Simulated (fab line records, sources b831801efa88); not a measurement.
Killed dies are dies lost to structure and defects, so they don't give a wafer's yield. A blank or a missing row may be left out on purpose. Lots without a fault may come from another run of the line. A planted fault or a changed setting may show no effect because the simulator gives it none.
Split-lot experiment | flow gf180mcu | 5 lots, 23 wafers read, on a route of 602 steps

THE SPLIT
At GF_STI_CVD_03 (deposits Si3N4 from DCS/NH3, target thk 207.16 nm, time 3551 s), the setting time_s was moved away from the recipe's 3551 s on 15 of the 23 wafers read, by +6.1% to +14.6%. The other wafers ran this setting at the recipe's value.

FROM THE SPLIT TO THE READING: what the file shows between them, 4 steps
- GF_STI_THK_MEAS_04
- GF_STI_PEB_10: peb time 90 s (also split here: peb_temp_c)
- GF_STI_DEVELOP_11: develop time 60 s
- GF_STI_CD_MEAS_12: target cd 220 nm

THE READING
oes_product_au, in a.u., at GF_STI_ETCH_13 (etches the open film in CHF3/O2, stops on Si, target depth 282.31 nm, time 112.9 s). Fault-free wafers of this fab line usually give 0.832 a.u., standard deviation 0.0063 a.u..

wafer  | tool, chamber at the split | time_s as run, s | against the recipe | oes_product_au, a.u. | against lot-mates on the recipe
L074.1 | lpcvd-01, 1                | 3551             | recipe             | 0.840                | -
L074.2 | lpcvd-01, 1                | 3551             | recipe             | 0.833                | -
L074.6 | lpcvd-01, 1                | 3551             | recipe             | 0.833                | -
L078.1 | -, -                       | 3900             | +9.8%              | 0.877                | no lot-mate on the recipe
L078.2 | -, -                       | 3900             | +9.8%              | 0.882                | no lot-mate on the recipe
L078.4 | -, -                       | 3900             | +9.8%              | 0.880                | no lot-mate on the recipe
L078.5 | -, -                       | 3900             | +9.8%              | 0.885                | no lot-mate on the recipe
L078.6 | -, -                       | 3900             | +9.8%              | 0.885                | no lot-mate on the recipe
L080.2 | -, -                       | 3551             | recipe             | 0.829                | -
L080.3 | -, -                       | 3551             | recipe             | 0.839                | -
L080.4 | -, -                       | 3551             | recipe             | 0.827                | -
L080.5 | -, -                       | 3551             | recipe             | 0.820                | -
L080.6 | -, -                       | 3551             | recipe             | 0.834                | -
L081.1 | -, -                       | 4071             | +14.6%             | 0.904                | no lot-mate on the recipe
L081.3 | -, -                       | 4071             | +14.6%             | 0.900                | no lot-mate on the recipe
L081.4 | -, -                       | 4071             | +14.6%             | 0.898                | no lot-mate on the recipe
L081.5 | -, -                       | 4071             | +14.6%             | 0.890                | no lot-mate on the recipe
L081.6 | -, -                       | 4071             | +14.6%             | 0.894                | no lot-mate on the recipe
L085.1 | -, -                       | 3766             | +6.1%              | 0.864                | no lot-mate on the recipe
L085.2 | -, -                       | 3766             | +6.1%              | 0.854                | no lot-mate on the recipe
L085.3 | -, -                       | 3766             | +6.1%              | 0.868                | no lot-mate on the recipe
L085.4 | -, -                       | 3766             | +6.1%              | 0.869                | no lot-mate on the recipe
L085.6 | -, -                       | 3766             | +6.1%              | 0.866                | no lot-mate on the recipe

THE FIT
A straight line over all 23 wafers: oes_product_au changes by +0.00457 a.u. for each +1% of time_s; r = +0.98; the points scatter about the line by 0.0061 a.u..
Too few moved wafers have a lot-mate on the recipe to fit a line with each lot's own level taken away.

THE WHOLE CHAIN: every reading that the file lists as answering this split, in the file's order
step               | what it does                                                                       | reading                                                                     | change (the file's fit)                   | r (the file's)
GF_STI_CVD_03      | deposits Si3N4 from DCS/NH3, target thk 207.16 nm, time 3551 s                     | Si3N4_of_STI_CVD_03.thk_nm (the simulator's own value, which no gauge read) | +2.12 nm for each +1% of the setting      | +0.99
GF_STI_THK_MEAS_04 |                                                                                    | STI_CVD_03_THK                                                              | +2.12 for each +1% of the setting         | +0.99
GF_STI_ETCH_13     | etches the open film in CHF3/O2, stops on Si, target depth 282.31 nm, time 112.9 s | oes_product_au                                                              | +0.00458 a.u. for each +1% of the setting | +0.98
GF_STI_ETCH_13     | etches the open film in CHF3/O2, stops on Si, target depth 282.31 nm, time 112.9 s | etch.depth_nm (the simulator's own value, which no gauge read)              | +1.98 nm for each +1% of the setting      | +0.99

THE FILE'S OWN FIT
oes_product_au changes by +0.00458 a.u. for each +1% of time_s, r = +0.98.
